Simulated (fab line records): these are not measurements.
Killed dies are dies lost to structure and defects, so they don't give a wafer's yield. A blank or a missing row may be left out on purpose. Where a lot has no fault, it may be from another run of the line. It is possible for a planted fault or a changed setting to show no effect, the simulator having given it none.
Struck lot and sound lot, side by side	flow sky130	16 steps out of a route of 708
Sound: these wafers, L646.2, L646.3, L646.4. Wafers L655.4, L655.5 were the ones struck. At the end, the cause is stated.
Order at every step that has rows: each side's tool, ch and its chambers, its first start. Under that, the readings that differ: sound wafers	struck wafers	difference of the means	sigmas: that difference in standard deviations of wafers without a fault.
alike: readings with means less than 2 such deviations apart, plus words and numbers identical on both sides. not compared: withheld readings, readings lacking a value on some wafer, bounds such as >300 that could conceal the same value, and numbers that have no deviation in the record and whose values overlap.
A row with sigmas, a row that says differs or no value, or rows on one side alone: a step with any of these is where the two part. Non-overlapping numbers with no deviation appear without sigmas and do not part them. A reading missing from all wafers of one side parts the sides only when that side holds two or more wafers.

first, 2 steps without rows for these wafers: SKY_METAL4_PEB_11; SKY_METAL4_DEVELOP_12 (develop time 60 s).
SKY_METAL4_CD_MEAS_13 targets a cd of 300 nm.
  struck on cdSem-02, day 44 07:03; sound on cdSem-01, day 41 22:34
  alike: cdNm
SKY_METAL4_OVL_MEAS_14:
  struck on overlay-01, day 44 07:08; sound on overlay-02, day 41 22:40
  alike: METAL4_OVL
SKY_METAL4_DESCUM_15: chemistry O2, time 8 s.
  sound on rieMetal-02 ch 0,1, day 41 22:42; struck on rieMetal-02 ch 1, day 44 07:10
  alike: drypumpMotorCurrentA, oesProductAu
  not compared: rfHoursCounterH
then, 1 step without rows for these wafers: SKY_METAL4_ETCH_16 (etches BARC in N2/H2, stops on SiO2, time 88.2 s, target depth 60 nm).
SKY_METAL4_ETCH_17: etches SiO2 in C4F8/O2/Ar, stops on TiN, time 3.9 s, target depth 15 nm.
  sound on rieDiel-04 ch 0,1,3, day 41 22:50; struck on rieDiel-01 ch 0, day 44 07:17
  alike: oesProductAu
SKY_METAL4_METAL_ETCH_18: etches the open film in Cl2/BCl3, stops on SiO2, target depth 845 nm, time 183.1 s.
  sound on rieMetal-04 ch 0,1, day 41 22:51; struck on rieMetal-04 ch 0,1, day 44 07:22
  alike: drypumpMotorCurrentA, oesProductAu, throttleValvePct
  not compared: rfHoursCounterH
SKY_METAL4_STRIP_19: strips in O2/N2.
  sound on plasmaAsher-03 ch 0,1, day 41 23:04; struck on plasmaAsher-04 ch 0,1, day 44 07:31
  alike: drypumpMotorCurrentA, oesProductAu, stripTimeToEndpointS
  not compared: rfHoursCounterH
then, 3 steps without rows for these wafers: SKY_METAL4_STRIP_20 (strips in post etch residue remover, time 1200 s); SKY_METAL4_CLEAN_21 (cleans in IPA, time 180 s); SKY_METAL4_CLEAN_22 (cleans in O3/DIW).
SKY_VIA4_HDPCVD_00: deposits SiO2, target thk 1750 nm, time 291.7 s.
  sound on hdpcvd-01 ch 0,2, day 41 23:43; struck on hdpcvd-02 ch 1,2, day 44 08:10
reading	sound	struck	difference	sigmas
runLengthS (s)	319.3 319.9 319.3	390.7 390.0	+70.9	+99 or more
model.SiO2_of_VIA4_HDPCVD_00.thkNm (nm)	1764 1783 1777	2185 2184	+410	
  alike: pressureMtorr
SKY_VIA4_THK_MEAS_01:
  struck on filmMetro-01, day 44 08:17; sound on filmMetro-01, day 41 23:54
reading	sound	struck	difference	sigmas
VIA4_HDPCVD_THK (nm)	1764 1782 1777	2184 2184	+410	+22
SKY_VIA4_CMP_02: polishes SiO2.
  sound on cmp-02 ch 1,2,3, day 42 00:00; struck on cmp-02 ch 0,3, day 44 08:28
  alike: edgeZonePressureFrac, motorCurrentA
then, 1 step without rows for these wafers: SKY_PAD_OPEN_PROBE_99.

## WHERE THEY PART
Earliest at SKY_VIA4_HDPCVD_00; latest, in this record, at SKY_VIA4_THK_MEAS_01. Later steps at which nothing parts them and some readings are alike: SKY_VIA4_CMP_02.

WHY: what the simulator had put in
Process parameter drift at SKY_VIA4_HDPCVD_00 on hdpcvd-02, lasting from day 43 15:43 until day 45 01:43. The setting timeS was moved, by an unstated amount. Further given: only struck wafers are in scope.
